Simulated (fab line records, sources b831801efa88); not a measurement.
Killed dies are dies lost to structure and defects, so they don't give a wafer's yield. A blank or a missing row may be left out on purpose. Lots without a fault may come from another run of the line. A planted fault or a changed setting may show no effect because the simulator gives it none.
One fault seen from 2 desks | flow gf180mcu | each desk has only its own numbers; what lay behind them comes last

THE METROLOGY DESK
What the gauges read, lot by lot, whatever tool the lot ran on: means of the sampled wafers that have a number. A lot is out of limits, marked OUT, if its mean lies more than 4 standard deviations from the usual mean; the brackets give that distance.
Columns: A = STI_CVD_03_THK at GF_STI_THK_MEAS_04, usual 207.0 nm; B = cd_nm at GF_STI_CD_MEAS_12, usual 220.0 nm; C = LVPWELL_TW at GF_LVPWELL_TW_MEAS_11, usual 562; D = VT_IMPLANT_02_OVL at GF_VT_IMPLANT_OVL_MEAS_29, usual -0.3 nm
lot  | first seen here | A     | B     | C                    | D
L872 | day 1 14:04     | 207.6 | 219.9 | 564                  | 1.0
L876 | day 2 09:34     | 206.2 | 218.3 | 559                  | 1.1
L877 | day 2 15:26     | 208.7 | 221.4 | 562                  | -0.6
L878 | day 2 20:43     | 206.5 | 219.5 | 558                  | -2.7
L881 | day 3 12:59     | 208.7 | 219.6 | 567                  | 0.6
L882 | day 3 16:44     | 207.3 | 220.9 | 560                  | 2.4
L884 | day 4 01:34     | 209.7 | 219.0 | 30 (-99 or more) OUT | -
L889 | day 5 02:34     | 206.3 | 219.8 | 558                  | -2.0
L891 | day 5 12:34     | 206.7 | 220.9 | 569                  | -3.5
L894 | day 6 03:34     | 204.1 | 222.1 | 559                  | -3.1
L895 | day 6 12:10     | 207.2 | 220.1 | 561                  | -1.7
This desk's finding: out of limits on L884; first on L884, day 6 13:59 (LVPWELL_TW at GF_LVPWELL_TW_MEAS_11). In limits: L872, L876, L877, L878, L881, L882, L889, L891, L894, L895.

THE TOOL OWNER'S DESK: plasma_asher-03
The tool's own readings at GF_NWELL_STRIP_10 (strips in O2/N2): means of the sampled wafers that have a number, for each lot that ran on this tool. A lot is out of limits, marked OUT, if its mean lies more than 4 standard deviations from the usual mean; the brackets give that distance.
Columns: A = drypump_motor_current_A at GF_NWELL_STRIP_10, usual 6.0 A; B = heater_power_w at GF_NWELL_STRIP_10, usual 339 W; C = oes_product_au at GF_NWELL_STRIP_10, usual 0.722 a.u.; D = platen_temp_c at GF_NWELL_STRIP_10, usual 250.00 C; E = strip_time_to_endpoint_s at GF_NWELL_STRIP_10, usual 36.98 s
lot  | first seen here | A   | B   | C               | D      | E
L872 | day 3 08:35     | 6.0 | 334 | 0.717           | 249.83 | 37.01
L876 | day 4 11:25     | 6.0 | 334 | 0.722           | 250.04 | 37.00
L877 | day 4 15:29     | 6.0 | 334 | 0.721           | 250.08 | 36.83
L882 | day 5 15:37     | 6.0 | 333 | 0.722           | 249.88 | 36.93
L884 | day 5 23:07     | 6.0 | 336 | 0.938 (+48) OUT | 249.94 | -
L894 | day 8 07:28     | 6.2 | 335 | 0.724           | 249.90 | 37.08
This desk's finding: out of limits on L884; first on L884, day 5 23:07 (oes_product_au at GF_NWELL_STRIP_10). In limits: L872, L876, L877, L882, L894.

PUT TOGETHER
The tool owner's desk could have raised an alarm at day 5 23:07, on L884.
The metrology desk could have raised an alarm at day 6 13:59, on L884.
Of the lots named, all ran GF_NWELL_STRIP_10 on plasma_asher-03.

WHAT THE SIMULATOR HAD PUT IN
Strip aborted: plasma_asher-03, from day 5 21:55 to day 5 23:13, at GF_NWELL_STRIP_10. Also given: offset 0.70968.
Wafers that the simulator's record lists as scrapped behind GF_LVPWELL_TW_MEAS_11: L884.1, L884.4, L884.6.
Lots struck among those shown: L884.
Hours from the fault's start to each desk's first reading out of limits: the tool owner's desk, 1; the metrology desk, 16.
